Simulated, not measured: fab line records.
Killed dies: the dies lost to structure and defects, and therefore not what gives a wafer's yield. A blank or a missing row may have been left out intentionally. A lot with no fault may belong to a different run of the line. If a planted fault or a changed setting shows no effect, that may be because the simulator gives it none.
Struck lot and sound lot, side by side || flow sky130 || 19 out of 708 route steps
Sound: these wafers, L378.1, L378.2, L378.3. Struck: wafers L391.3, L391.5 (left out: L391.4, a lot-mate that was not struck); the cause follows at the end.
Per side, at each step with rows, come the tool, then ch with its chambers, and then its first start. Under that, the readings that differ: sound wafers || struck wafers || difference of the means || sigmas: that difference in standard deviations of wafers without a fault.
alike: words and numbers the same on both sides, and readings whose means are apart by under 2 such deviations; not compared: readings that were withheld, readings missing a value for some wafer, numbers with overlapping values and no deviation given by the record, and bounds like >300 which may hide the same value.
Wherever a step has rows on one side only, a row that says differs or no value, or a row with sigmas, the two part there. Numbers that don't overlap but have no deviation are shown without sigmas and don't part them. Lack of a reading on every wafer of one side parts them only where that side has two or more wafers.

first, 2 steps without rows for these wafers: SKY_METAL2_CLEAN_23 (cleans in O3/DIW); SKY_VIA2_HDPCVD_00 (deposits SiO2, target thk 1180 nm, time 196.7 s).
SKY_VIA2_THK_MEAS_01:
  struck on film metro-03, day 40 07:16; sound on film metro-01, day 35 06:59
  alike: VIA2_HDPCVD_THK
SKY_VIA2_CMP_02: polishes SiO2.
  sound on cmp-02 ch 1,2,3, day 35 07:06; struck on cmp-02 ch 0,2, day 40 07:19
  alike: edge zone pressure frac, motor current A
SKY_VIA2_BOW_MEAS_03:
  struck on film metro-01, day 40 07:39; sound on film metro-04, day 35 07:21
  alike: VIA2_BOW
then, 7 steps without rows for these wafers: SKY_VIA2_DEHYDRATE_04 (time 60 s); SKY_VIA2_HMDS_05 (prime time 60 s); SKY_VIA2_COAT_06 (resist thk 60 nm); SKY_VIA2_COAT_07 (resist thk 450 nm); SKY_VIA2_SOFTBAKE_08 (time 90 s); SKY_VIA2_EXPOSE_09 (exposes mask VIM2, target cd 200 nm); SKY_VIA2_PEB_10.
SKY_VIA2_DEVELOP_11: develop time 60 s.
  sound on litho track-03 ch 0, day 36 09:00; struck on litho track-03 ch 0, day 41 08:00
SKY_VIA2_CD_MEAS_12: target cd 200 nm.
  struck on cd sem-01, day 41 08:17; sound on cd sem-01, day 36 09:21
{"reading": "cd nm (nm)", "sound": "198.9 196.9 199.0", "struck": "184.7 184.5", "difference": -13.7, "sigmas": -11}
SKY_VIA2_OVL_MEAS_13:
  struck on overlay-02, day 41 08:23; sound on overlay-02, day 36 09:28
  alike: VIA2_OVL
SKY_VIA2_ETCH_14: etches BARC in N2/H2, stops on SiO2, time 45.9 s, target depth 60 nm.
  sound on rie diel-04 ch 0,1,2, day 36 09:30; struck on rie diel-02 ch 3, day 41 08:24
{"reading": "model.VIA2.cd nm (nm)", "sound": "198.4 198.1 199.4", "struck": "185.9 186.1", "difference": -12.6, "sigmas": ""}
  alike: drypump motor current A, oes product au, throttle valve pct
  not compared: rf hours counter h
SKY_VIA2_ETCH_15: etches SiO2 in C4F8/O2/Ar, stops on TiN, target depth 546 nm, time 84 s.
  sound on rie diel-04 ch 0,1,2, day 36 09:33; struck on rie diel-02 ch 3, day 41 08:27
{"reading": "oes product au (a.u.)", "sound": "0.940 0.939 0.950", "struck": "0.941 0.925", "difference": -0.010, "sigmas": -2}
{"reading": "model.VIA2.cd nm (nm)", "sound": "199.4 199.6 199.5", "struck": "183.5 183.9", "difference": -15.8, "sigmas": ""}
  not compared: rf hours counter h
SKY_VIA2_STRIP_16: strips in O2/N2.
  sound on plasma asher-03 ch 0,1, day 36 09:37; struck on plasma asher-01 ch 1, day 41 08:32
  alike: drypump motor current A, oes product au, strip time to endpoint s
  not compared: rf hours counter h
-- the record jumps here: 8 days lie between the struck wafers' starts before and after (it left off in module VIA2 and takes up again in module PAD_OPEN, whose first step shown is number 708 of the route) --
SKY_PAD_OPEN_PROBE_99:
  struck on prober-02, day 49 16:19; sound on prober-01, day 45 20:16
{"reading": "model.etest.via2 chain.rc ohm", "sound": "10.08 9.649 10.3", "struck": "11.25 11.44", "difference": "+1.34", "sigmas": ""}
  alike: defect limited yield, killed_at_M0_to_M3, killed_at_M4_up, killed at contacts, killed at front end, killed at other, killed dies, killed open, killed short, sort_bin_3_pad_short, sort_bin_5_function, sort_bin_6_memory, sort n pass, sort yield pct

WHERE THEY PART
Earliest at SKY_VIA2_CD_MEAS_12; latest, in this record, at SKY_VIA2_ETCH_15. Later steps at which nothing parts them and some readings are alike: SKY_VIA2_STRIP_16, SKY_PAD_OPEN_PROBE_99.

WHY: whatever the simulator had introduced
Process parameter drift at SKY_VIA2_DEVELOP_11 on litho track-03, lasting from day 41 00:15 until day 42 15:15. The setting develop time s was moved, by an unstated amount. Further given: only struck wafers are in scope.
